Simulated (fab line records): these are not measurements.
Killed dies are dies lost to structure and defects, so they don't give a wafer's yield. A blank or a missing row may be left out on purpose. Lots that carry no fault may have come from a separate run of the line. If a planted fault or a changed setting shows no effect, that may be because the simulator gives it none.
A struck lot beside a sound one :: flow sky130 :: 43 steps out of a route of 708
Sound: these wafers, L239.1, L239.2, L239.6. Wafers struck: L252.2, L252.4, L252.6. The cause comes at the end.
At each step with rows: each side's tool, then ch and its chambers, then its first start. Under that, the readings that differ: sound wafers :: struck wafers :: difference of the means :: sigmas: that difference in standard deviations of wafers without a fault.
alike: a reading whose means differ by less than 2 such deviations, as well as words and numbers matching on both sides. not compared: withheld readings; readings where some wafer has no value; bounds like >300 that might hide an equal value; numbers whose values overlap and for which the record gives no deviation.
A row with sigmas, a row that says differs or no value, or rows on one side alone: a step with any of these is where the two part. Numbers that have no deviation but don't overlap get no sigmas and don't part them. Lack of a reading on every wafer of one side parts them only where that side has two or more wafers.

first, 8 steps without rows for these wafers: SKY_FIELD_ISO_DEHYDRATE_05 (time 60 s); SKY_FIELD_ISO_HMDS_06 (prime time 60 s); SKY_FIELD_ISO_COAT_07 (resist thk 60 nm); SKY_FIELD_ISO_COAT_08 (resist thk 450 nm); SKY_FIELD_ISO_SOFTBAKE_09 (time 90 s); SKY_FIELD_ISO_EXPOSE_10 (exposes mask FOM, target cd 150 nm); SKY_FIELD_ISO_PEB_11; SKY_FIELD_ISO_DEVELOP_12 (develop time 60 s).
SKY_FIELD_ISO_CD_MEAS_13 targets a cd of 150 nm.
  struck on cd-sem-01, day 5 16:51; sound on cd-sem-02, day 2 22:17
  alike: cd-nm
SKY_FIELD_ISO_ETCH_14: etches BARC in N2/H2, stops on SiO2, time 45.9 s, target depth 60 nm.
  sound on rie-diel-03 ch 0,2,3, day 2 22:25; struck on rie-diel-04 ch 0,2,3, day 5 16:57
  alike: drypump-motor-current-A, oes-product-au, throttle-valve-pct
  not compared: rf-hours-counter-h
SKY_FIELD_ISO_ETCH_15: etches the open film in CHF3/O2, stops on Si, target depth 180 nm, time 72 s.
  sound on rie-diel-03 ch 0,2,3, day 2 22:28; struck on rie-diel-04 ch 0,2,3, day 5 16:59
  alike: drypump-motor-current-A, oes-product-au, throttle-valve-pct
  not compared: rf-hours-counter-h
SKY_FIELD_ISO_STRIP_16: strips in O2/N2.
  sound on plasma-asher-02 ch 0,1, day 2 22:31; struck on plasma-asher-03 ch 0,1, day 5 17:03
  alike: drypump-motor-current-A, oes-product-au, strip-time-to-endpoint-s
  not compared: rf-hours-counter-h
SKY_FIELD_ISO_ETCH_17: etches Si in HBr/Cl2/O2, target depth 342 nm, time 97.7 s.
  sound on rie-si-01 ch 0,2,3, day 2 22:37; struck on rie-si-02 ch 0,2,3, day 5 17:09
  alike: drypump-motor-current-A, mfc-cl2-sccm, oes-product-au, throttle-valve-pct
  not compared: rf-hours-counter-h
then, 5 steps without rows for these wafers: SKY_FIELD_ISO_WET_ETCH_18 (etches Si3N4 in H3PO4, target depth 25 nm, time 286 s); SKY_FIELD_ISO_CLEAN_19 (cleans in SC1/SC2, time 150 s); SKY_FIELD_ISO_CLEAN_20 (cleans in dHF, time 20 s); SKY_FIELD_ISO_WET_ETCH_21 (etches SiO2 in dHF, target depth 20 nm, time 400 s); SKY_FIELD_ISO_OXIDATION_22 (stabilise 600 s, purge 300 s, target thk 10 nm).
SKY_FIELD_ISO_THK_MEAS_23:
  struck on film-metro-03, day 5 18:41; sound on film-metro-02, day 3 00:45
  alike: FIELD_ISO_OXIDATION_01_THK
then, 1 step without rows for these wafers: SKY_FIELD_ISO_CVD_24 (deposits SiO2, target thk 595 nm, time 99.2 s).
SKY_FIELD_ISO_THK_MEAS_25:
  struck on film-metro-01, day 5 18:49; sound on film-metro-02, day 3 00:53
  alike: FIELD_ISO_CVD_24_THK
then, 1 step without rows for these wafers: SKY_FIELD_ISO_ANNEAL_26 (time 1800 s).
SKY_FIELD_ISO_CMP_27: polishes, stops on Si3N4, t overpolish 16 s, target thk 457.8 nm.
  sound on cmp-02 ch 0,1,2, day 3 06:16; struck on cmp-02 ch 1,2,3, day 5 20:25
  alike: motor-current-A, overpolish-run-s, platen-rpm, time-to-endpoint-s
then, 5 steps without rows for these wafers: SKY_FIELD_ISO_WET_ETCH_28 (etches SiO2 in dHF, target depth 23.7 nm, time 47 s); SKY_FIELD_ISO_WET_ETCH_29 (etches Si3N4 in H3PO4, target depth 160 nm, time 1825 s); SKY_FIELD_ISO_WET_ETCH_30 (etches SiO2 in dHF, target depth 25 nm, time 50 s); SKY_NWELL_CLEAN_00 (cleans in SC1/SC2, time 150 s); SKY_NWELL_OXIDATION_01 (stabilise 600 s, purge 300 s, target thk 10 nm).
SKY_NWELL_THK_MEAS_02:
  struck on film-metro-01, day 5 22:41; sound on film-metro-01, day 3 10:34
reading: NWELL_OXIDATION_THK (nm)
sound: 9.43 9.52 9.44
struck: 9.95 9.89 10.06
difference: +0.50
sigmas: +3
then, 8 steps without rows for these wafers: SKY_DNWELL_DEHYDRATE_00 (time 60 s); SKY_DNWELL_HMDS_01 (prime time 60 s); SKY_DNWELL_COAT_02 (resist thk 3000 nm); SKY_DNWELL_SOFTBAKE_03; SKY_DNWELL_EXPOSE_04 (exposes mask DNM, target cd 3000 nm); SKY_DNWELL_PEB_05; SKY_DNWELL_DEVELOP_06 (develop time 60 s); SKY_DNWELL_IMPLANT_07.
SKY_DNWELL_STRIP_08: strips in O2/N2.
  sound on plasma-asher-04 ch 0,1, day 4 02:06; struck on plasma-asher-04 ch 1, day 6 18:00
  alike: drypump-motor-current-A, oes-product-au, strip-time-to-endpoint-s
  not compared: rf-hours-counter-h
SKY_DNWELL_TW_MEAS_09:
  struck on film-metro-04, day 6 18:07; sound on film-metro-04, day 4 02:12
  alike: DNWELL_TW
then, 3 steps without rows for these wafers: SKY_PWDE_DEHYDRATE_00 (time 60 s); SKY_PWDE_HMDS_01 (prime time 60 s); SKY_PWDE_COAT_02 (resist thk 3000 nm).
-- the record jumps here: 43 days lie between the struck wafers' starts before and after (it left off in module PWDE and takes up again in module PAD_OPEN, whose first step shown is number 708 of the route) --
SKY_PAD_OPEN_PROBE_99:
  struck on prober-01, day 49 17:31; sound on prober-01, day 46 19:04
reading: killed-at-front-end
sound: 9 13 10
struck: 67 35 66
difference: +45
sigmas: +10

reading: killed-dies
sound: 76 92 62
struck: 133 104 127
difference: +45
sigmas: +5
  alike: killed_at_M0_to_M3, killed_at_M4_up, killed-at-contacts, killed-at-other, killed-open, killed-short

## WHERE THEY PART
Last at SKY_PAD_OPEN_PROBE_99 as far as this record goes, first at SKY_NWELL_THK_MEAS_02.

WHY: whatever the simulator had introduced
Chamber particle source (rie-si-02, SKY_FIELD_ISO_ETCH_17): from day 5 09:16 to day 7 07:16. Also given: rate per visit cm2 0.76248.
